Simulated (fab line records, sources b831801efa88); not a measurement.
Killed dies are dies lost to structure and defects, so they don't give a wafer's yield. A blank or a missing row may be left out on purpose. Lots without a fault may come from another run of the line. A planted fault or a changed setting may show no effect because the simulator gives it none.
fab line records | flow sfq_line | part 1 of 2: steps 1 to 29 of 39
record lots=5 wafers=15 last_day=82
route steps=325 shown C5@244 M6@251 I6@266 M7@281
lots that met no fault: from a run of the same line without faults
start_h: hours from the record's first day to the start of the lot's first wafer shown | wait_h: hours since the lot's step before | " the same as in the row above | L1.1+2: a row that stands for several wafers | - no value, or no start given | * or withheld: withheld | < > ~ a bound
route shown NAME@n: a module of which the file shows steps, and the number in the route of the first | usual: mean/standard deviation of fault-free wafers | same: alike in all rows | chamber/n: place in a boat | sites: the reading at each site | _std_site: their standard deviation | _edge_site: outer sites' mean less inner sites' | radius_mm: how far each site lies from the wafer's centre | mask NAME#n: copy n | behind: the tool/chamber that last shaped the wafer | hold: why the lot was held/for how many hours/how that ended | device: the transistor (n, p or np) that didn't switch | end of line: the same wafers' tests at the end of the route | a step without rows: its recipe alone | killed: dies lost to structure and defects at the first sort, not the wafer's yield | map: a wafer's dies, x killed, . not, _ none there
set.NAME: the setting as run; set.NAME@STEP: as run at that earlier step | model.NAME: the simulator's own value behind a step, which no gauge read
lots at some steps of the route; a table a step, a row a wafer
services: from which hour (start_h, from the record's first day; less than 0 if before it) a tool's chamber was out of use, for how many hours, and why
## steps
# step SFQ_TRILAYER_C5_LITHO_PEB_154
# recipe peb_temp_c=115 peb_time_s=60 resist=KrF
# columns lot.wafer tool chamber start_h wait_h
L076.1+3+5 litho_track-04 0 1452.62 1.0
L080.1+2+5 litho_track-01 0 1600.23 1.0
L081.1+4+5 litho_track-01 0 1605.03 1.0
L093.2+3+4 litho_track-02 0 1684.33 0.8
L096.1+3+5 litho_track-04 0 1729.70 1.0
# step SFQ_TRILAYER_C5_LITHO_DEVELOP_153
# recipe time_s=60 resist=KrF
# columns lot.wafer tool chamber start_h wait_h
L076.1+3+5 litho_track-04 0 1452.77 0.1
L080.1+2+5 litho_track-01 0 1600.38 0.1
L081.1+4+5 litho_track-01 0 1605.18 0.1
L093.2+3+4 litho_track-02 0 1684.48 0.1
L096.1+3+5 litho_track-04 0 1729.85 0.1
# step SFQ_C5_OVL_MEAS_937
# usual C5_OVL=-3/6.2
# columns lot.wafer tool chamber start_h wait_h C5_OVL[nm]
L076.1 overlay-02 - 1452.92 0.1 -9
L076.3 " - " " -4
L076.5 " - " " -1
L080.1 overlay-01 - 1600.53 0.1 -16
L080.2 " - " " -7
L080.5 " - " " -6
L081.1 overlay-01 - 1605.33 0.1 3
L081.4 " - " " -4
L081.5 " - " " 0
L093.2 overlay-02 - 1684.61 0.1 -9
L093.3 " - " " -15
L093.4 " - " " -14
L096.1 overlay-02 - 1730.00 0.1 2
L096.3 " - " " 2
L096.5 " - " " -4
# step SFQ_TRILAYER_C5_BARC_OPEN_VIA_ETCH_210
# recipe mask_material=PR chemistry=O2 target_depth_nm=125 target=BARC source_w=500 bias_w=80 pressure_mtorr=30 time_s=41.7
# usual drypump_motor_current_A=5.7/0.66 oes_product_au=0.685/0.0049
# columns lot.wafer tool chamber start_h wait_h drypump_motor_current_A oes_product_au rf_hours_counter_h
L076.1 rie_diel-03 0 1452.95 0.0 5.1 0.686 6
L076.3 " 3 " " 5.2 0.686 17
L076.5 " 1 " " 6.5 0.679 -
L080.1 rie_diel-02 1 1600.57 0.0 4.8 0.686 15
L080.2 " 0 " " 6.4 0.680 16
L080.5 " 2 " " 5.6 0.683 -
L081.1 rie_diel-01 3 1605.37 0.0 6.5 0.684 12
L081.4 " 1 " " 4.7 0.684 -
L081.5 " 0 " " 5.7 0.681 -
L093.2 rie_diel-03 0 1684.64 0.0 5.1 0.683 9
L093.3 " 1 " " 6.5 0.685 17
L093.4 " 3 " " 5.2 0.680 2
L096.1 rie_diel-03 0 1730.04 0.0 5.1 0.683 10
L096.3 " 2 " " 6.5 0.682 5
L096.5 " 1 " " 6.5 0.680 -
# step SFQ_TRILAYER_C5_ETCH_VIA_ETCH_154
# recipe target=SiO2 mask_material=PR chemistry=CHF3 target_depth_nm=84 source_w=500 bias_w=80 pressure_mtorr=30 time_s=withheld stop_on=Nb
# usual drypump_motor_current_A=5.7/0.66 oes_product_au=0.895/0.0082
# columns lot.wafer tool chamber start_h wait_h drypump_motor_current_A oes_product_au
L076.1 rie_diel-03 0 1452.99 0.0 5.1 0.889
L076.3 " 3 " " 5.2 0.884
L076.5 " 1 " " 6.5 0.898
L080.1 rie_diel-02 1 1600.61 0.0 4.8 0.888
L080.2 " 0 " " 6.3 0.896
L080.5 " 2 " " 5.6 0.897
L081.1 rie_diel-01 3 1605.41 0.0 6.5 0.885
L081.4 " 1 " " 4.7 0.915
L081.5 " 0 " " 5.7 0.899
L093.2 rie_diel-03 0 1684.68 0.0 5.1 0.895
L093.3 " 1 " " 6.5 0.891
L093.4 " 3 " " 5.2 0.896
L096.1 rie_diel-03 0 1730.08 0.0 5.0 0.888
L096.3 " 2 " " 6.5 0.898
L096.5 " 1 " " 6.5 0.897
# step SFQ_TRILAYER_C5_STRIP_STRIP_155
# recipe gas=O2 power_w=200 platen_temp_c=40 overash_fraction=0.65 chemistry=O2 pressure_mtorr=50
# usual drypump_motor_current_A=5.7/0.48 oes_product_au=1.000/0.0083
# columns lot.wafer tool chamber start_h wait_h drypump_motor_current_A oes_product_au rf_hours_counter_h
L076.1 rie_metal-04 0 1453.04 - 5.2 1.006 72
L076.3 " 0 " " 5.2 1.008 -
L076.5 " 0 " " 5.2 1.001 -
L080.1 rie_metal-01 0 1600.66 - 6.1 0.997 82
L080.2 " 1 " " 5.5 0.987 30
L080.5 " 1 " " 5.5 0.986 -
L081.1 rie_metal-01 0 1605.46 - 6.1 0.990 83
L081.4 " 0 " " 6.1 0.993 -
L081.5 " 0 " " 6.1 1.009 -
L093.2 rie_metal-04 0 1684.73 - 5.2 1.003 104
L093.3 " 0 " " 5.2 1.013 -
L093.4 " 1 " " 5.0 1.005 -
L096.1 rie_metal-02 0 1730.13 - 6.4 0.997 100
L096.3 " 0 " " 6.5 1.003 -
L096.5 " 1 " " 5.6 0.991 -
# step SFQ_TRILAYER_C5_STRIP_SOLV_CLEAN_156
# recipe chemistry=NMP temp_c=70 time_s=600
# usual bath_guard_temp_C=70.0/0.53
# columns lot.wafer tool chamber start_h wait_h bath_guard_temp_C
L076.1 wet_bench-02 5 1454.24 1.0 69.7
L076.3 " 0 " " 68.8
L076.5 " 4 " " 70.3
L080.1 wet_bench-03 7 1601.26 0.4 70.6
L080.2 " 3 " " 70.9
L080.5 " 2 " " 70.3
L081.1 wet_bench-03 3 1606.06 0.4 70.7
L081.4 " 7 " " 70.6
L081.5 " 0 " " 70.7
L093.2 wet_bench-03 2 1685.33 0.4 70.5
L093.3 " 4 " " 70.2
L093.4 " 7 " " 71.0
L096.1 wet_bench-01 2 1730.73 0.4 69.8
L096.3 " 3 " " 69.8
L096.5 " 4 " " 70.2
# step SFQ_TRILAYER_M6_DEP_PRE_CLEAN_158
# recipe gas=Ar time_s=22.5 bias_v=250
# usual bias_v=249.8/2.4
# columns lot.wafer tool chamber start_h wait_h bias_v
L076.1 pvd_sputter-04 - 1454.42 0.0 246.0
L076.3 " - " " 249.6
L076.5 " - " " 249.4
L080.1 pvd_sputter-06 - 1601.43 0.0 249.7
L080.2 " - " " 249.2
L080.5 " - " " 251.6
L081.1 pvd_sputter-05 - 1606.23 0.0 249.3
L081.4 " - " " 248.5
L081.5 " - " " 248.1
L093.2 pvd_sputter-05 - 1685.50 0.0 251.6
L093.3 " - " " 248.8
L093.4 " - " " 250.1
L096.1 pvd_sputter-06 - 1730.90 0.0 251.8
L096.3 " - " " 249.5
L096.5 " - " " 252.1
# step SFQ_TRILAYER_M6_DEP_SPUTTER_157
# recipe material=Nb base_pressure_pa=1.33e-06 chamber_pressure_pa=0.1333 substrate_temp_c=20 target_thk_nm=200 power_w=2000 time_s=133.3
# usual throttle_valve_pct=30.1/0.91
# columns lot.wafer tool chamber start_h wait_h throttle_valve_pct
L076.1 pvd_sputter-04 - 1454.45 0.0 29.5
L076.3 " - " " 30.6
L076.5 " - " " 30.8
L080.1 pvd_sputter-06 - 1601.46 0.0 30.2
L080.2 " - " " 29.2
L080.5 " - " " 28.9
L081.1 pvd_sputter-05 - 1606.26 0.0 29.4
L081.4 " - " " 29.9
L081.5 " - " " 29.5
L093.2 pvd_sputter-05 - 1685.53 0.0 30.0
L093.3 " - " " 29.2
L093.4 " - " " 29.6
L096.1 pvd_sputter-06 - 1730.93 0.0 31.3
L096.3 " - " " 30.1
L096.5 " - " " 30.2
# step SFQ_M6_RS_MEAS_938
# recipe thk_meas_gauge=four-point-probe reads=Nb_of_TRILAYER_M6_DEP_SPUTTER_157
# usual M6_NB_RS=0.889/0.0093
# columns lot.wafer tool chamber start_h wait_h M6_NB_RS[ohm/sq]
L076.1 film_metro-04 - 1454.54 0.0 0.905
L076.3 " - " " 0.894
L076.5 " - " " 0.896
L080.1 film_metro-02 - 1601.55 0.0 0.880
L080.2 " - " " 0.890
L080.5 " - " " 0.884
L081.1 film_metro-02 - 1606.35 0.0 0.884
L081.4 " - " " 0.881
L081.5 " - " " 0.888
L093.2 film_metro-02 - 1685.64 0.1 0.861
L093.3 " - " " 0.871
L093.4 " - " " 0.869
L096.1 film_metro-04 - 1731.02 0.0 0.891
L096.3 " - " " 0.888
L096.5 " - " " 0.888
# step SFQ_TRILAYER_M6_LITHO_COAT_164
# recipe resist=BARC spin_rpm=3000 resist_thk_nm=62
# columns lot.wafer tool chamber start_h wait_h
L076.1+3+5 litho_track-01 0 1454.72 0.1
L080.1+2+5 litho_track-03 0 1601.73 0.1
L081.1+4+5 litho_track-03 0 1606.53 0.1
L093.2+3+4 litho_track-01 0 1685.85 0.1
L096.1+3+5 litho_track-01 0 1731.20 0.1
# step SFQ_TRILAYER_M6_LITHO_COAT_159
# recipe resist=KrF spin_rpm=3000 resist_thk_nm=600
# columns lot.wafer tool chamber start_h wait_h
L076.1+3+5 litho_track-01 0 1455.02 0.2
L080.1+2+5 litho_track-03 0 1602.03 0.2
L081.1+4+5 litho_track-03 0 1606.83 0.2
L093.2+3+4 litho_track-01 0 1686.15 0.2
L096.1+3+5 litho_track-01 0 1731.50 0.2
# step SFQ_TRILAYER_M6_LITHO_SOFTBAKE_163
# recipe temp_c=withheld time_s=withheld resist=KrF
# columns lot.wafer tool chamber start_h wait_h
L076.1+3+5 litho_track-01 0 1455.32 0.2
L080.1+2+5 litho_track-03 0 1602.33 0.2
L081.1+4+5 litho_track-03 0 1607.13 0.2
L093.2+3+4 litho_track-01 0 1686.43 0.2
L096.1+3+5 litho_track-01 0 1731.80 0.2
# step SFQ_TRILAYER_M6_LITHO_EXPOSE_160
# recipe mask_id=M6 na=0.6 source_shape=conventional sigma_outer=0.65 target_cd_nm=500 dose_mj=14.4
# columns lot.wafer tool chamber start_h wait_h mask
L076.1+3+5 krf_scanner-01 0 1593.03 - M6#0
L080.1+2+5 krf_scanner-01 0 1637.87 - M6#0
L081.1+4+5 krf_scanner-01 0 1641.47 - M6#0
L093.2+3+4 krf_scanner-01 0 1715.50 - M6#0
L096.1+3+5 krf_scanner-01 0 1756.09 - M6#0
# step SFQ_TRILAYER_M6_LITHO_PEB_162
# recipe peb_temp_c=115 peb_time_s=60 resist=KrF
# columns lot.wafer tool chamber start_h wait_h
L076.1+3+5 litho_track-01 0 1594.23 1.0
L080.1+2+5 litho_track-03 0 1639.07 1.0
L081.1+4+5 litho_track-01 0 1642.67 1.0
L093.2+3+4 litho_track-02 0 1716.53 0.8
L096.1+3+5 litho_track-03 0 1757.29 1.0
# step SFQ_TRILAYER_M6_LITHO_DEVELOP_161
# recipe time_s=60 resist=KrF
# columns lot.wafer tool chamber start_h wait_h
L076.1+3+5 litho_track-01 0 1594.38 0.1
L080.1+2+5 litho_track-03 0 1639.22 0.1
L081.1+4+5 litho_track-01 0 1642.82 0.1
L093.2+3+4 litho_track-02 0 1716.68 0.1
L096.1+3+5 litho_track-03 0 1757.44 0.1
# step SFQ_M6_OVL_MEAS_940
# usual M6_OVL=-1/5.6
# columns lot.wafer tool chamber start_h wait_h M6_OVL[nm]
L076.1 overlay-01 - 1594.53 0.1 -4
L076.3 " - " " -4
L076.5 " - " " -8
L080.1 overlay-01 - 1639.37 0.1 -6
L080.2 " - " " -5
L080.5 " - " " -12
L081.1 overlay-01 - 1642.97 0.1 -6
L081.4 " - " " -7
L081.5 " - " " -6
L093.2 overlay-01 - 1716.81 0.1 0
L093.3 " - " " 7
L093.4 " - " " 3
L096.1 overlay-01 - 1757.59 0.1 10
L096.3 " - " " 11
L096.5 " - " " 10
# step SFQ_TRILAYER_M6_BARC_OPEN_METAL_ETCH_206
# recipe mask_material=PR chemistry=O2 target_depth_nm=125 target=BARC icp_w=600 bias_w=80 pressure_mtorr=10 time_s=41.7
# usual drypump_motor_current_A=5.5/0.44 oes_product_au=0.686/0.0045
# columns lot.wafer tool chamber start_h wait_h drypump_motor_current_A oes_product_au rf_hours_counter_h
L076.1 rie_metal-03 1 1594.57 0.0 5.0 0.689 61
L076.3 " 0 " " 6.1 0.685 -
L076.5 " 0 " " 6.0 0.690 -
L080.1 rie_metal-01 0 1639.40 0.0 6.1 0.690 89
L080.2 " 1 " " 5.5 0.685 36
L080.5 " 0 " " 6.1 0.685 -
L081.1 rie_metal-03 0 1643.00 0.0 6.0 0.683 46
L081.4 " 1 " " 4.9 0.685 -
L081.5 " 1 " " 5.0 0.688 -
L093.2 rie_metal-04 1 1716.84 0.0 5.0 0.686 28
L093.3 " 1 " " 5.0 0.693 -
L093.4 " 0 " " 5.3 0.695 -
L096.1 rie_metal-04 1 1757.63 0.0 5.0 0.690 37
L096.3 " 1 " " 5.0 0.686 -
L096.5 " 0 " " 5.2 0.687 -
# step SFQ_TRILAYER_M6_ETCH_METAL_ETCH_162
# recipe target=Nb stop_on=SiO2 mask_material=PR chemistry=Cl2/Ar target_depth_nm=240 icp_w=600 bias_w=80 pressure_mtorr=10 time_s=120
# usual drypump_motor_current_A=5.5/0.44 oes_product_au=0.894/0.0067
# columns lot.wafer tool chamber start_h wait_h drypump_motor_current_A oes_product_au rf_hours_counter_h
L076.1 rie_metal-03 1 1594.63 0.0 4.9 0.888 61
L076.3 " 0 " " 6.0 0.901 -
L076.5 " 0 " " 6.1 0.889 -
L080.1 rie_metal-01 0 1639.46 0.0 6.1 0.896 89
L080.2 " 1 " " 5.5 0.894 36
L080.5 " 0 " " 6.1 0.900 -
L081.1 rie_metal-03 0 1643.06 0.0 6.0 0.903 46
L081.4 " 1 " " 5.0 0.903 -
L081.5 " 1 " " 5.0 0.896 -
L093.2 rie_metal-04 1 1716.90 0.0 5.0 0.911 28
L093.3 " 1 " " 5.0 0.908 -
L093.4 " 0 " " 5.3 0.900 -
L096.1 rie_metal-04 1 1757.69 0.0 5.0 0.900 37
L096.3 " 1 " " 5.0 0.899 -
L096.5 " 0 " " 5.3 0.887 -
# step SFQ_TRILAYER_M6_STRIP_STRIP_163
# recipe gas=O2 power_w=200 platen_temp_c=40 overash_fraction=0.65 chemistry=O2 pressure_mtorr=50
# usual drypump_motor_current_A=5.5/0.44 oes_product_au=0.999/0.0074
# columns lot.wafer tool chamber start_h wait_h drypump_motor_current_A oes_product_au rf_hours_counter_h
L076.1 rie_metal-03 1 1594.75 0.1 4.9 0.998 61
L076.3 " 0 " " 6.0 0.995 -
L076.5 " 0 " " 6.0 1.002 -
L080.1 rie_metal-01 0 1639.59 0.1 6.1 1.000 89
L080.2 " 1 " " 5.5 0.996 36
L080.5 " 0 " " 6.1 0.998 -
L081.1 rie_metal-03 0 1643.19 0.1 6.0 1.004 46
L081.4 " 1 " " 4.9 0.995 -
L081.5 " 1 " " 5.0 0.992 -
L093.2 rie_metal-04 1 1717.02 0.1 5.0 0.993 29
L093.3 " 1 " " 5.0 1.000 -
L093.4 " 0 " " 5.3 1.002 -
L096.1 rie_metal-04 1 1757.81 0.1 5.0 0.997 37
L096.3 " 1 " " 5.0 0.986 -
L096.5 " 0 " " 5.2 1.016 -
# step SFQ_TRILAYER_M6_STRIP_SOLV_CLEAN_164
# recipe chemistry=NMP temp_c=70 time_s=600
# usual bath_guard_temp_C=70.2/0.55
# columns lot.wafer tool chamber start_h wait_h bath_guard_temp_C
L076.1 wet_bench-04 5 1595.35 0.4 70.2
L076.3 " 0 " " 70.4
L076.5 " 1 " " 69.7
L080.1 wet_bench-04 3 1640.19 0.4 70.5
L080.2 " 7 " " 70.4
L080.5 " 0 " " 70.7
L081.1 wet_bench-03 7 1643.79 0.4 70.4
L081.4 " 6 " " 70.1
L081.5 " 0 " " 71.0
L093.2 wet_bench-02 3 1717.62 0.4 70.4
L093.3 " 5 " " 69.8
L093.4 " 0 " " 68.8
L096.1 wet_bench-02 5 1758.41 0.4 70.0
L096.3 " 1 " " 69.1
L096.5 " 2 " " 69.9
# step SFQ_TRILAYER_I6_DEP_PECVD_165
# recipe material=SiO2 temp_c=150 time_s=111.11 pressure_torr=2.4 rf_w=183.3 precursor=SiH4/N2O target_thk_nm=500
# usual heater_power_w=85/15 throttle_valve_pct=25.4/1.2
# columns lot.wafer tool chamber start_h wait_h heater_power_w throttle_valve_pct
L076.1 pecvd-04 1 1595.53 0.0 87 25.2
L076.3 " 2 " " 109 23.7
L076.5 " 1 " " 72 25.3
L080.1 pecvd-04 0 1640.36 0.0 95 26.0
L080.2 " 2 " " 109 24.3
L080.5 " 0 " " 96 26.0
L081.1 pecvd-04 0 1643.96 0.0 89 26.1
L081.4 " 2 " " 113 23.9
L081.5 " 1 " " 85 25.2
L093.2 pecvd-04 2 1717.80 0.0 103 24.1
L093.3 " 1 " " 85 25.5
L093.4 " 1 " " 85 25.5
L096.1 pecvd-03 1 1758.59 0.0 76 23.8
L096.3 " 0 " " 90 23.1
L096.5 " 2 " " 65 24.2
# step SFQ_TRILAYER_I6_CMP_CMP_166
# recipe material=SiO2 down_force_psi=3 platen_rpm=60 pad_velocity_m_s=0.94248
# usual motor_current_A=10.5/1 time_to_endpoint_s=211/7.1
# columns lot.wafer tool chamber start_h wait_h motor_current_A time_to_endpoint_s
L076.3 cmp-02 1 1595.61 0.0 11.7 210
L076.1 " 0 1597.11 1.5 10.0 218
L076.5 " 2 1598.11 2.5 9.2 214
L080.2 cmp-01 2 1644.44 4.0 10.3 218
L080.1 " 0 1645.44 5.0 11.7 220
L080.5 " 2 1646.44 6.0 9.8 225
L081.4 cmp-01 2 1651.44 7.4 9.6 206
L081.1 " 3 " " 12.0 212
L081.5 " 1 1652.94 8.9 12.2 214
L093.4 cmp-02 0 1726.11 8.2 9.3 221
L093.2 " 1 " " 11.1 214
L093.3 " 3 1727.61 9.8 9.6 208
L096.1 cmp-02 2 1759.11 0.5 9.4 206
L096.3 " 3 " " 9.4 211
L096.5 " 2 1761.11 2.4 9.7 212
# step SFQ_I6_BOW_MEAS_941
# recipe mode=bow
# usual I6_BOW=8/10
# columns lot.wafer tool chamber start_h wait_h I6_BOW[um]
L076.1 film_metro-02 - 1598.61 1.0 11
L076.3 " - " " 11
L076.5 " - " " 10
L080.1 film_metro-02 - 1647.44 1.5 -4
L080.2 " - " " -9
L080.5 " - " " 4
L081.1 film_metro-01 - 1653.44 1.0 -13
L081.4 " - " " -15
L081.5 " - " " -6
L093.2 film_metro-02 - 1729.13 2.0 10
L093.3 " - " " 7
L093.4 " - " " 14
L096.1 film_metro-01 - 1762.11 2.5 21
L096.3 " - " " -5
L096.5 " - " " 7
# step SFQ_TRILAYER_I6_METRO_MEASURE_167
# usual thk_nm=199.8/0.85
# columns lot.wafer tool chamber start_h wait_h thk_nm
L076.1 film_metro-02 - 1598.73 0.1 200.2
L076.3 " - " " 199.2
L076.5 " - " " 199.2
L080.1 film_metro-02 - 1647.56 0.1 200.2
L080.2 " - " " 199.9
L080.5 " - " " 199.0
L081.1 film_metro-01 - 1653.56 0.1 199.4
L081.4 " - " " 199.1
L081.5 " - " " 200.1
L093.2 film_metro-02 - 1729.43 0.3 199.2
L093.3 " - " " 199.4
L093.4 " - " " 199.1
L096.1 film_metro-01 - 1762.23 0.1 198.5
L096.3 " - " " 199.2
L096.5 " - " " 198.9
# step SFQ_TRILAYER_I6_VIA_LITHO_COAT_174
# recipe resist=BARC spin_rpm=3000 resist_thk_nm=62
# columns lot.wafer tool chamber start_h wait_h
L076.1+3+5 litho_track-02 0 1599.93 1.0
L080.1+2+5 litho_track-04 0 1648.76 1.0
L081.1+4+5 litho_track-02 0 1654.76 1.0
L093.2+3+4 litho_track-03 0 1730.48 0.8
L096.1+3+5 litho_track-04 0 1763.43 1.0
# step SFQ_TRILAYER_I6_VIA_LITHO_COAT_169
# recipe resist=KrF spin_rpm=3000 resist_thk_nm=650
# columns lot.wafer tool chamber start_h wait_h
L076.1+3+5 litho_track-02 0 1600.23 0.2
L080.1+2+5 litho_track-04 0 1649.06 0.2
L081.1+4+5 litho_track-02 0 1655.06 0.2
L093.2+3+4 litho_track-03 0 1730.78 0.2
L096.1+3+5 litho_track-04 0 1763.73 0.2
# step SFQ_TRILAYER_I6_VIA_LITHO_SOFTBAKE_173
# recipe temp_c=withheld time_s=withheld resist=KrF
# columns lot.wafer tool chamber start_h wait_h
L076.1+3+5 litho_track-02 0 1600.53 0.2
L080.1+2+5 litho_track-04 0 1649.36 0.2
L081.1+4+5 litho_track-02 0 1655.36 0.2
L093.2+3+4 litho_track-03 0 1731.05 0.2
L096.1+3+5 litho_track-04 0 1764.03 0.2
# step SFQ_TRILAYER_I6_VIA_LITHO_EXPOSE_170
# recipe mask_id=I6 na=0.6 source_shape=conventional sigma_outer=0.65 target_cd_nm=700 dose_mj=21.3
# columns lot.wafer tool chamber start_h wait_h mask
L076.1+3+5 krf_scanner-01 0 1635.45 - I6#0
L080.1+2+5 krf_scanner-01 0 1671.47 - I6#0
L081.1+4+5 krf_scanner-01 0 1679.50 - I6#0
L093.2+3+4 krf_scanner-01 0 1755.09 - I6#0
L096.1+3+5 krf_scanner-01 0 1790.54 - I6#0
